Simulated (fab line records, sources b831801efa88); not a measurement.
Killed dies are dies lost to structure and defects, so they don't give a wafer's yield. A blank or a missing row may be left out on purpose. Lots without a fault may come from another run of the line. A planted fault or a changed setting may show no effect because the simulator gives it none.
fab line records | flow sky130 | part 2 of 2: steps 25 to 35 of 35
record lots=5 wafers=15 last_day=49
route steps=708 shown VIA3@585 METAL4@598 CAP2M@603
lots that met no fault: from a run of the same line without faults
start_h: hours from the record's first day to the start of the lot's first wafer shown | wait_h: hours since the lot's step before | " the same as in the row above | L1.1+2: a row that stands for several wafers | - no value, or no start given | * or withheld: withheld | < > ~ a bound
route shown NAME@n: a module of which the file shows steps, and the number in the route of the first | usual: mean/standard deviation of fault-free wafers | same: alike in all rows | chamber/n: place in a boat | sites: the reading at each site | _std_site: their standard deviation | _edge_site: outer sites' mean less inner sites' | radius_mm: how far each site lies from the wafer's centre | mask NAME#n: copy n | behind: the tool/chamber that last shaped the wafer | hold: why the lot was held/for how many hours/how that ended | device: the transistor (n, p or np) that didn't switch | end of line: the same wafers' tests at the end of the route | a step without rows: its recipe alone | killed: dies lost to structure and defects at the first sort, not the wafer's yield | map: a wafer's dies, x killed, . not, _ none there
set.NAME: the setting as run; set.NAME@STEP: as run at that earlier step | model.NAME: the simulator's own value behind a step, which no gauge read
lots at some steps of the route; a table a step, a row a wafer
services: from which hour (start_h, from the record's first day; less than 0 if before it) a tool's chamber was out of use, for how many hours, and why
## steps
# step SKY_CAP2M_HMDS_06
# recipe prime_time_s=60 prime_temp_c=120
# columns lot.wafer tool chamber start_h wait_h
L075.1+3+6 litho_track-02 0 941.13 0.1
L084.3+4+5 litho_track-03 0 1031.29 0.1
L085.2+5+6 litho_track-02 0 1033.01 0.1
L092.2+3+6 litho_track-03 0 1060.86 0.1
L095.2+3+5 litho_track-02 0 1075.91 0.1
# step SKY_CAP2M_COAT_07
# recipe resist=NOVOLAK spin_rpm=3000 resist_thk_nm=1140
# usual spin_speed_rpm=2999.9/1.9
# columns lot.wafer tool chamber start_h wait_h spin_speed_rpm
L075.1 litho_track-02 0 941.28 0.1 2997.9
L075.3 " 0 " " 2997.4
L075.6 " 0 " " 3002.8
L084.3 litho_track-03 0 1031.44 0.1 2998.5
L084.4 " 0 " " 3001.2
L084.5 " 0 " " 3000.3
L085.2 litho_track-02 0 1033.16 0.1 2999.2
L085.5 " 0 " " 2999.6
L085.6 " 0 " " 2999.9
L092.2 litho_track-03 0 1061.01 0.1 2998.0
L092.3 " 0 " " 3001.0
L092.6 " 0 " " 2998.3
L095.2 litho_track-02 0 1076.06 0.1 2999.5
L095.3 " 0 " " 2999.8
L095.5 " 0 " " 2996.6
# step SKY_CAP2M_SOFTBAKE_08
# recipe temp_c=90 time_s=60 resist=NOVOLAK
# columns lot.wafer tool chamber start_h wait_h
L075.1+3+6 litho_track-02 0 941.43 0.1
L084.3+4+5 litho_track-03 0 1031.59 0.1
L085.2+5+6 litho_track-02 0 1033.31 0.1
L092.2+3+6 litho_track-03 0 1061.16 0.1
L095.2+3+5 litho_track-02 0 1076.21 0.1
# step SKY_CAP2M_EXPOSE_09
# recipe mask_id=CAP2M na=0.6 source_shape=conventional sigma_outer=0.6 polarization=unpolarized target_cd_nm=1000 dose_mj=159
# columns lot.wafer tool chamber start_h wait_h mask
L075.1+3+6 iline_stepper-01 0 - - CAP2M#0
L084.3+4+5 iline_stepper-02 0 - - CAP2M#0
L085.2+5+6 iline_stepper-01 0 - - CAP2M#0
L092.2+3+6 iline_stepper-02 0 - - CAP2M#0
L095.2+3+5 iline_stepper-02 0 - - CAP2M#0
# step SKY_CAP2M_PEB_10
# recipe temp_c=withheld time_s=* resist=NOVOLAK
# columns lot.wafer tool chamber start_h wait_h
L075.1+3+6 litho_track-01 0 - -
L084.3+4+5 litho_track-03 0 - -
L085.2+5+6 litho_track-03 0 - -
L092.2+3+6 litho_track-01 0 - -
L095.2+3+5 litho_track-03 0 - -
# step SKY_CAP2M_DEVELOP_11
# recipe resist=NOVOLAK developer=TMAH develop_time_s=60 dev_temp_c=23
# usual developer_temp_C=22.98/0.11
# columns lot.wafer tool chamber start_h wait_h developer_temp_C
L075.1 litho_track-01 0 953.16 0.1 23.05
L075.3 " 0 " " 22.93
L075.6 " 0 " " 23.03
L084.3 litho_track-03 0 1042.49 0.1 22.98
L084.4 " 0 " " 22.89
L084.5 " 0 " " 22.98
L085.2 litho_track-03 0 1044.71 0.1 22.85
L085.5 " 0 " " 22.81
L085.6 " 0 " " 22.95
L092.2 litho_track-01 0 1071.73 0.1 22.99
L092.3 " 0 " " 22.98
L092.6 " 0 " " 23.02
L095.2 litho_track-03 0 1086.57 0.1 23.01
L095.3 " 0 " " 23.01
L095.5 " 0 " " 23.05
# step SKY_CAP2M_OVL_MEAS_12
# usual CAP2M_OVL=-0.3/1.4
# columns lot.wafer tool chamber start_h wait_h CAP2M_OVL[nm]
L075.1 overlay-02 - 953.31 0.1 -1.0
L075.3 " - " " 1.7
L075.6 " - " " -0.9
L084.3 overlay-02 - 1042.60 0.1 1.2
L084.4 " - " " 3.6
L084.5 " - " " 0.5
L085.2 overlay-02 - 1044.85 0.1 -2.0
L085.5 " - " " -2.4
L085.6 " - " " -1.5
L092.2 overlay-01 - 1071.86 0.1 1.1
L092.3 " - " " 0.5
L092.6 " - " " 1.0
L095.2 overlay-02 - 1086.70 0.1 -0.6
L095.3 " - " " -0.5
L095.5 " - " " 2.3
# step SKY_CAP2M_METAL_ETCH_13
# recipe target_depth_nm=220 stop_on=SiO2 chemistry=Cl2/BCl3 target=TiN pressure_mtorr=10 icp_w=900 bias_w=47.28 Cl2_flow_sccm=60 bcl3_flow_sccm=30 time_s=62.9
# usual bcl3_flow_sccm=29.99/0.088 drypump_motor_current_A=6.10/0.28 oes_product_au=0.945/0.0085 throttle_valve_pct=21.900/0.01
# columns lot.wafer tool chamber start_h wait_h bcl3_flow_sccm drypump_motor_current_A oes_product_au rf_hours_counter_h throttle_valve_pct
L075.1 rie_metal-02 0 953.34 0.0 29.75 6.15 0.943 18 21.893
L075.3 " 0 " " 29.75 6.19 0.929 - 21.896
L075.6 " 1 " " 29.97 6.05 0.929 - 21.893
L084.3 rie_metal-02 1 1042.65 0.0 30.24 6.04 0.943 - 21.903
L084.4 " 0 " " 29.94 6.19 0.949 - 21.908
L084.5 " 1 " " 30.20 6.03 0.945 - 21.902
L085.2 rie_metal-04 1 1044.88 0.0 29.99 6.46 0.930 18 21.902
L085.5 " 1 " " 29.87 6.46 0.946 - 21.898
L085.6 " 0 " " 30.03 6.12 0.938 - 21.904
L092.2 rie_metal-04 1 1071.89 0.0 30.03 6.47 0.950 20 21.906
L092.3 " 0 " " 29.98 6.12 0.958 - 21.906
L092.6 " 1 " " 29.92 6.46 0.950 - 21.893
L095.2 rie_metal-01 0 1086.73 0.0 29.98 5.61 0.942 10 21.908
L095.3 " 0 " " 29.92 5.60 0.952 - 21.906
L095.5 " 0 " " 29.92 5.59 0.938 - 21.904
# step SKY_CAP2M_STRIP_14
# recipe chemistry=O2/N2 power_w=1400 pressure_mtorr=1500 platen_temp_c=withheld o2_flow_sccm=3000 n2_flow_sccm=300 overash_fraction=0.5
# usual drypump_motor_current_A=5.77/0.26 oes_product_au=0.710/0.0046 strip_time_to_endpoint_s=12.70/0.063
# columns lot.wafer tool chamber start_h wait_h drypump_motor_current_A oes_product_au rf_hours_counter_h strip_time_to_endpoint_s
L075.1 plasma_asher-04 1 953.42 0.1 5.76 0.711 21 12.58
L075.3 " 1 " " 5.75 0.712 - 12.58
L075.6 " 0 " " 6.18 0.707 - 12.63
L084.3 plasma_asher-02 1 1042.74 0.1 5.47 0.705 - 12.60
L084.4 " 0 " " 5.71 0.711 - 12.63
L084.5 " 0 " " 5.72 0.709 - 12.61
L085.2 plasma_asher-02 0 1044.95 0.1 5.74 0.706 127 12.71
L085.5 " 0 " " 5.72 0.714 - 12.74
L085.6 " 1 " " 5.48 0.702 - 12.75
L092.2 plasma_asher-02 1 1071.97 0.1 5.45 0.717 1 12.68
L092.3 " 0 " " 5.70 0.713 - 12.66
L092.6 " 0 " " 5.72 0.715 - 12.68
L095.2 plasma_asher-04 0 1086.80 0.1 6.21 0.696 35 12.81
L095.3 " 1 " " 5.78 0.712 - 12.78
L095.5 " 0 " " 6.19 0.705 - 12.79
# step SKY_CAP2M_STRIP_15
# recipe chemistry=post_etch_residue_remover time_s=1200 temp_c=72.5
# columns lot.wafer tool chamber start_h wait_h
L075.1+3+6 wet_bench-01 2 953.52 0.1
L084.3+4+5 wet_bench-03 0 1042.80 0.0
L085.2+5+6 wet_bench-02 1 1045.05 0.1
L092.2+3+6 wet_bench-01 2 1072.07 0.1
L095.2+3+5 wet_bench-03 0 1086.94 0.1
# step SKY_CAP2M_CLEAN_16
# recipe chemistry=IPA time_s=180 temp_c=25
# columns lot.wafer tool chamber start_h wait_h
L075.1+3+6 wet_bench-03 1 953.86 0.0
L084.3+4+5 wet_bench-01 0 1043.18 0.0
L085.2+5+6 wet_bench-03 1 1045.39 0.0
L092.2+3+6 wet_bench-01 2 1072.41 0.0
L095.2+3+5 wet_bench-03 2 1087.31 0.0
## services
# columns tool chamber start_h hours kind
pvd_sputter-02 - 903.46 4.9 repair
cvd_w-02 - 904.00 14.0 pm
rie_diel-03 2 904.71 5.3 repair
rie_diel-03 0 905.24 17.4 repair
cmp-01 - 912.02 4.0 pm
pvd_sputter-02 - 912.67 2.7 repair
cvd_w-01 - 930.97 2.8 pm
pvd_sputter-02 - 953.53 2.9 repair
rie_diel-04 0 958.54 4.1 repair
plasma_asher-04 - 959.73 1.6 repair
iline_stepper-02 - 963.04 0.7 repair
iline_stepper-02 - 981.86 1.7 pm
iline_stepper-02 - 984.82 7.1 repair
rie_diel-03 3 993.57 3.2 repair
cvd_w-01 0 995.70 17.6 repair
pvd_sputter-03 - 996.24 3.9 repair
plasma_asher-04 - 999.11 3.3 repair
wet_bench-03 - 1007.06 10.8 repair
pvd_sputter-01 - 1016.29 9.8 repair
pvd_sputter-02 - 1051.59 1.8 repair
plasma_asher-02 - 1055.25 9.0 pm
plasma_asher-04 - 1066.93 3.0 repair
pvd_sputter-04 - 1073.62 3.0 repair
rie_diel-03 - 1084.58 4.0 repair
